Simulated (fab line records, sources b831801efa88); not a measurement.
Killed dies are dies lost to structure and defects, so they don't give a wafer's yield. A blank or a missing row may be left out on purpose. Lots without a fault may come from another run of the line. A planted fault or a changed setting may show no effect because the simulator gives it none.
Which tool did it? | flow gf180mcu | 13 lots, 39 wafers sampled, at 4 steps of a route of 602

WHAT THE GAUGES READ, wafer by wafer
GF_MVSD_TW_MEAS_11. Usual: MVSD_TW 1587, standard deviation 9.9.
lot  | measured     | on            | MVSD_TW        | flag
L411 | day 4 20:26  | film_metro-04 | 1580 1574 1583 |
L412 | day 5 01:52  | film_metro-01 | 1572 1589 1587 |
L416 | day 6 00:58  | film_metro-03 | 1601 1594 1602 |
L419 | day 6 17:22  | film_metro-04 | 1633 1640 1635 | OFF
L420 | day 6 23:22  | film_metro-01 | 1629 1630 1645 | OFF
L423 | day 7 15:16  | film_metro-03 | 1603 1603 1597 |
L425 | day 8 02:28  | film_metro-01 | 1576 1578 1578 |
L426 | day 8 08:26  | film_metro-03 | 1589 1595 1577 |
L427 | day 8 13:22  | film_metro-03 | 1590 1586 1595 |
L428 | day 8 21:43  | film_metro-04 | 1580 1584 1576 |
L430 | day 9 07:55  | film_metro-01 | 1576 1580 1583 |
L432 | day 9 19:35  | film_metro-03 | 1590 1595 1597 |
L433 | day 10 02:34 | film_metro-03 | 1595 1598 1590 |

GF_VT_IMPLANT_RS_MEAS_46: measures by four-point-probe. Usual: MVSD_RS 456.1 ohm/sq, standard deviation 1.2.
lot  | measured     | on            | MVSD_RS (ohm/sq)  | flag
L411 | day 8 01:58  | film_metro-04 | 455.6 456.6 455.2 |
L412 | day 8 06:44  | film_metro-04 | 456.4 455.8 456.0 |
L416 | day 9 11:17  | film_metro-04 | 458.3 457.9 457.9 |
L419 | day 10 06:25 | film_metro-04 | 401.1 401.7 400.4 | OFF
L420 | day 10 13:58 | film_metro-01 | 401.2 401.7 402.0 | OFF
L423 | day 11 09:05 | film_metro-01 | 456.8 456.5 457.2 |
L425 | day 11 20:25 | film_metro-03 | 454.6 455.1 454.7 |
L426 | day 12 04:44 | film_metro-04 | 457.6 456.6 457.3 |
L427 | day 12 09:58 | film_metro-03 | 454.0 454.2 455.3 |
L428 | day 12 18:41 | film_metro-01 | 455.7 455.9 457.7 |
L430 | day 13 06:58 | film_metro-01 | 457.1 457.0 456.1 |
L432 | day 13 21:29 | film_metro-04 | 454.8 455.1 454.7 |
L433 | day 14 05:38 | film_metro-04 | 457.3 456.3 456.7 |

GF_SAB_THK_MEAS_01. Usual: SAB_CVD_00_THK 50.0 nm, standard deviation 0.76.
lot  | measured     | on            | SAB_CVD_00_THK (nm) | flag
L411 | day 15 00:35 | film_metro-04 | 50.4 51.2 50.1      |
L412 | day 15 07:21 | film_metro-01 | 49.9 49.8 50.7      |
L416 | day 16 20:59 | film_metro-04 | 50.4 50.6 51.3      |
L419 | day 17 15:26 | film_metro-01 | 49.1 50.6 51.0      |
L420 | day 18 05:47 | film_metro-01 | 49.6 49.9 50.2      |
L423 | day 19 03:45 | film_metro-01 | 49.4 50.0 50.8      |
L425 | day 19 19:11 | film_metro-04 | 48.7 49.2 49.8      |
L426 | day 20 03:59 | film_metro-01 | 48.6 49.6 50.2      |
L427 | day 20 12:25 | film_metro-01 | 49.4 49.6 50.2      |
L428 | day 20 18:41 | film_metro-04 | 49.3 49.4 49.4      |
L430 | day 21 12:11 | film_metro-04 | 50.3 50.7 51.9      |
L432 | day 22 04:11 | film_metro-02 | 49.6 50.2 50.0      |
L433 | day 22 13:07 | film_metro-04 | 49.4 50.3 49.9      |

WHICH TOOL RAN EACH LOT (tool, then ch and the chambers of the sampled wafers, then the start)
lot  | GF_MVSD_IMPLANT_09
L411 | implanter-02 ch 0, day 4 20:13
L412 | implanter-02 ch 0, day 5 01:38
L416 | implanter-03 ch 0, day 6 00:44
L419 | implanter-02 ch 0, day 6 16:40
L420 | implanter-03 ch 0, day 6 22:25
L423 | implanter-02 ch 0, day 7 15:02
L425 | implanter-02 ch 0, day 8 02:13
L426 | implanter-02 ch 0, day 8 08:12
L427 | implanter-04 ch 0, day 8 13:07
L428 | implanter-04 ch 0, day 8 21:26
L430 | implanter-03 ch 0, day 9 07:40
L432 | implanter-04 ch 0, day 9 19:20
L433 | implanter-02 ch 0, day 10 02:19
- GF_MVSD_IMPLANT_09

WHAT THE TOOLS THEMSELVES READ (means of the sampled wafers that have a number; where no wafer has one, the mark that the record gives instead)
The record holds no such reading with a usual standard deviation.

THE ANSWER, worked out from the rows above alone
Rule: a lot is off if the mean of its wafers that have a number lies more than 3 standard deviations from the usual mean. A lot without any number at a reading at which 4 lots or more have one is off too. The other lots that the step has rows for count as sound. The gauges are gone through in route order, then the tools' own readings, and for those a lot's mean is taken as printed above. The first step at which some lot is off is used, and at that step the reading that is off furthest; a lot without a number counts as furthest.
Off: L419, L420, at GF_MVSD_TW_MEAS_11 (MVSD_TW).
A tool fits if, at a process step before that reading, it ran every lot that is off, and no sound lot after the first of them. The gauges at GF_MVSD_TW_MEAS_11 are tried like those tools. None of those tried fits.

WHAT THE SIMULATOR HAD PUT IN
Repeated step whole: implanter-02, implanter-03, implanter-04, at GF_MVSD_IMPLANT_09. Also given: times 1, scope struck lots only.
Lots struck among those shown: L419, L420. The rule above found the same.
